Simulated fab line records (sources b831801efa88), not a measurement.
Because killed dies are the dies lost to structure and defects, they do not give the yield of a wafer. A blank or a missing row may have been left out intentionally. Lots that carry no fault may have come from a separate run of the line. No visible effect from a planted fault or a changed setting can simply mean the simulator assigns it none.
What tool caused it? | flow sky130 | Sampling: 10 lots, 30 wafers, 6 of 708 route steps

== WHAT THE GAUGES READ, wafer by wafer ==
SKY_SPACER_THK_MEAS_01.
lot  | measured     | on            | SPACER_CVD_00_THK (nm)
L911 | day 22 16:32 | film-metro-03 | 43.3 42.6 43.0
L912 | day 23 14:12 | film-metro-04 | 42.5 42.5 42.7
L913 | day 23 15:22 | film-metro-04 | 42.9 42.8 42.5
L914 | day 24 09:26 | film-metro-03 | 42.6 42.8 42.8
L915 | day 24 10:37 | film-metro-02 | 43.0 42.8 43.0
L916 | day 25 04:34 | film-metro-02 | 43.2 43.1 43.1
L917 | day 25 08:17 | film-metro-04 | 43.5 43.6 43.5
L918 | day 25 15:31 | film-metro-03 | 42.7 42.6 42.7
L926 | day 28 11:01 | film-metro-03 | 49.4 49.6 49.4
L927 | day 28 20:44 | film-metro-03 | 49.4 49.4 49.1

SKY_POLY_CUT_CD_MEAS_08: target cd 270 nm.
lot  | measured     | on        | cd-nm (nm)
L911 | day 23 22:49 | cd-sem-02 | 269.0 269.3 268.5
L912 | day 24 20:08 | cd-sem-02 | 270.1 271.6 271.5
L913 | day 24 20:26 | cd-sem-01 | 271.1 270.3 268.6
L914 | day 25 15:09 | cd-sem-01 | 271.3 271.7 271.3
L915 | day 25 16:08 | cd-sem-01 | 270.9 272.0 271.5
L916 | day 26 10:10 | cd-sem-01 | 270.5 271.4 270.3
L917 | day 26 12:56 | cd-sem-01 | 269.2 271.4 270.8
L918 | day 26 20:56 | cd-sem-02 | 269.6 270.8 271.4
L926 | day 29 15:21 | cd-sem-01 | 270.9 271.3 270.7
L927 | day 30 00:34 | cd-sem-01 | 267.9 268.4 268.9

SKY_LI_CONTACT_BOW_MEAS_03.
lot  | measured     | on            | LI_CONTACT_BOW (um)
L911 | day 27 18:05 | film-metro-01 | 63 65 59
L912 | day 28 12:15 | film-metro-03 | 56 61 58
L913 | day 28 13:29 | film-metro-03 | 62 56 45
L914 | day 29 06:44 | film-metro-01 | 57 67 66
L915 | day 29 07:52 | film-metro-02 | 57 54 65
L916 | day 30 00:36 | film-metro-03 | 53 58 69
L917 | day 30 02:45 | film-metro-03 | 50 61 49
L918 | day 30 09:59 | film-metro-02 | 47 62 66
L926 | day 33 02:19 | film-metro-01 | 51 61 55
L927 | day 33 10:08 | film-metro-01 | 63 50 48

SKY_LI_CONTACT_RS_MEAS_22: the measuring method here is four-point-probe.
lot  | measured     | on            | LI_CONTACT_W_RS (ohm/sq)
L911 | day 28 22:21 | film-metro-02 | 0.280 0.283 0.286
L912 | day 29 16:44 | film-metro-02 | 0.283 0.288 0.276
L913 | day 29 18:40 | film-metro-01 | 0.278 0.276 0.283
L914 | day 30 11:30 | film-metro-02 | 0.280 0.277 0.282
L915 | day 30 12:31 | film-metro-03 | 0.284 0.284 0.286
L916 | day 31 03:43 | film-metro-02 | 0.289 0.292 0.289
L917 | day 31 06:59 | film-metro-03 | 0.281 0.284 0.283
L918 | day 31 13:46 | film-metro-01 | 0.281 0.272 0.276
L926 | day 34 05:32 | film-metro-01 | 0.290 0.290 0.288
L927 | day 34 13:38 | film-metro-02 | 0.281 0.281 0.272

== WHAT TOOL EACH LOT RAN ON (gives the tool, then ch and the chambers of the sampled wafers, and finally the start) ==
lot  | SKY_SPACER_CVD_00           | SKY_SPACER_ETCHBACK_02
L911 | lpcvd-02 ch 1, day 22 15:18 | rie-diel-04 ch 1,2, day 22 16:34
L912 | lpcvd-02 ch 1, day 23 12:58 | rie-diel-02 ch 0,1, day 23 14:14
L913 | lpcvd-02 ch 1, day 23 14:10 | rie-diel-03 ch 0,1, day 23 15:26
L914 | lpcvd-02 ch 0, day 24 07:37 | rie-diel-04 ch 0,1, day 24 09:30
L915 | lpcvd-02 ch 1, day 24 09:25 | rie-diel-03 ch 0,3, day 24 10:41
L916 | lpcvd-02 ch 0, day 25 03:21 | rie-diel-03 ch 0,1, day 25 04:37
L917 | lpcvd-02 ch 1, day 25 07:04 | rie-diel-03 ch 1,2,3, day 25 08:20
L918 | lpcvd-02 ch 1, day 25 14:19 | rie-diel-04 ch 2,3, day 25 15:35
L926 | lpcvd-02 ch 1, day 28 09:12 | rie-diel-02 ch 0,2, day 28 11:04
L927 | lpcvd-02 ch 1, day 28 19:32 | rie-diel-02 ch 0,1,3, day 28 20:48
- SKY_SPACER_CVD_00: deposits Si3N4 from DCS/NH3, target thk 43.1 nm, time 740 s.
- SKY_SPACER_ETCHBACK_02: etches Si3N4 in CH3F/O2, stops on SiO2, time 46.7 s, target depth 45 nm.

== WHAT THE TOOLS THEMSELVES READ (means of the sampled wafers that have a number; where no wafer has one, the mark that the record gives instead) ==
SKY_SPACER_CVD_00.
lot  | tool     | spike-tc-bottom-C (C) | spike-tc-centre-C (C) | spike-tc-lower-C (C) | spike-tc-top-C (C) | spike-tc-upper-C (C) | susceptor-temp-C (C)
L911 | lpcvd-02 | 787.0                 | 770.1                 | 769.9                | 780.5              | 769.2                | 770.0
L912 | lpcvd-02 | 786.4                 | 770.7                 | 769.5                | 780.3              | 769.2                | 770.3
L913 | lpcvd-02 | 786.5                 | 771.1                 | 768.8                | 780.9              | 769.2                | 770.0
L914 | lpcvd-02 | 788.7                 | 769.6                 | 770.8                | 783.6              | 769.5                | 769.9
L915 | lpcvd-02 | 785.1                 | 769.1                 | 770.2                | 779.7              | 768.8                | 769.8
L916 | lpcvd-02 | 788.9                 | 770.8                 | 770.8                | 784.5              | 769.3                | 770.0
L917 | lpcvd-02 | 786.8                 | 769.7                 | 768.9                | 779.8              | 769.7                | 769.4
L918 | lpcvd-02 | 786.6                 | 770.2                 | 770.4                | 780.5              | 769.3                | 769.8
L926 | lpcvd-02 | 793.7                 | 778.0                 | 776.5                | 787.7              | 774.7                | 776.5
L927 | lpcvd-02 | 792.4                 | 776.5                 | 777.1                | 787.4              | 776.3                | 777.0

SKY_SPACER_ETCHBACK_02.
lot  | tool        | bias-w (W) | drypump-motor-current-A (A) | oes-product-au (a.u.) | throttle-valve-pct (%)
L911 | rie-diel-04 | 79.94      | 5.6                         | 0.855                 | 10.551
L912 | rie-diel-02 | 79.92      | 6.4                         | 0.852                 | 10.563
L913 | rie-diel-03 | 80.22      | 5.7                         | 0.854                 | 10.558
L914 | rie-diel-04 | 79.77      | 5.8                         | 0.852                 | 10.559
L915 | rie-diel-03 | 79.80      | 5.8                         | 0.849                 | 10.563
L916 | rie-diel-03 | 80.04      | 5.3                         | 0.856                 | 10.568
L917 | rie-diel-03 | 80.24      | 5.3                         | 0.862                 | 10.578
L918 | rie-diel-04 | 79.95      | 6.0                         | 0.847                 | 10.562
L926 | rie-diel-02 | 79.97      | 6.5                         | 0.926                 | 10.569
L927 | rie-diel-02 | 79.89      | 6.3                         | 0.928                 | 10.571

== THE ANSWER, worked out from the rows above alone ==
Rule: the usual values come from the lots themselves. The widest of any qualifying gaps counts: lots, ordered by their means at a reading, are off when they make up no more than a third of the lots, leave a main group of 4 or more, and stand apart from it by 3 or more times the standard deviation of that group's means. A main group is skipped when, at the precision printed for the reading in the tables above, its means are all equal. Also off: a lot with no number at a reading for which 4 or more lots have one. All remaining lots with rows at the step are treated as sound. After the gauges, taken in route order, come the tools' own readings; for these a lot's mean is taken, as printed above. The first step at which some lot is off is used, and at that step the reading that is off furthest; a lot without a number counts as furthest.
Off: at SKY_SPACER_THK_MEAS_01 (SPACER_CVD_00_THK), L926, L927. The main group has a mean of 42.9 nm with a standard deviation of 0.29.
A tool fits if, at a process step before that reading, it ran every lot that is off, and no sound lot after the first of them. The gauges at SKY_SPACER_THK_MEAS_01 aren't tried: what is off there is off at SKY_SPACER_CVD_00 too, on other tools, and a gauge's error can't cause that. One candidate fits, namely lpcvd-02 at SKY_SPACER_CVD_00. Its last sound lot is L918 (day 25 14:19), its first lot that is off L926 (day 28 09:12): a fault that began between those two fits.
The tool's own readings at SKY_SPACER_CVD_00 bear it out: on the lots that are off they differ by more than 5 times the standard deviation of the sound lots' means. spike-tc-bottom-C reads 793.0 C there against 787.0 C on the sound lots; spike-tc-centre-C reads 777.2 C there against 770.2 C on the sound lots; spike-tc-lower-C reads 776.8 C there against 769.9 C on the sound lots; spike-tc-upper-C reads 775.5 C there against 769.3 C on the sound lots; susceptor-temp-C reads 776.8 C there against 769.9 C on the sound lots.

== WHAT WAS PUT IN BY THE SIMULATOR ==
lpcvd-02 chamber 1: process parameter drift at SKY_SPACER_CVD_00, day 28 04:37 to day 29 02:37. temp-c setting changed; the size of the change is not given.
Shown lots that were struck: L926, L927. The rule above found the same.
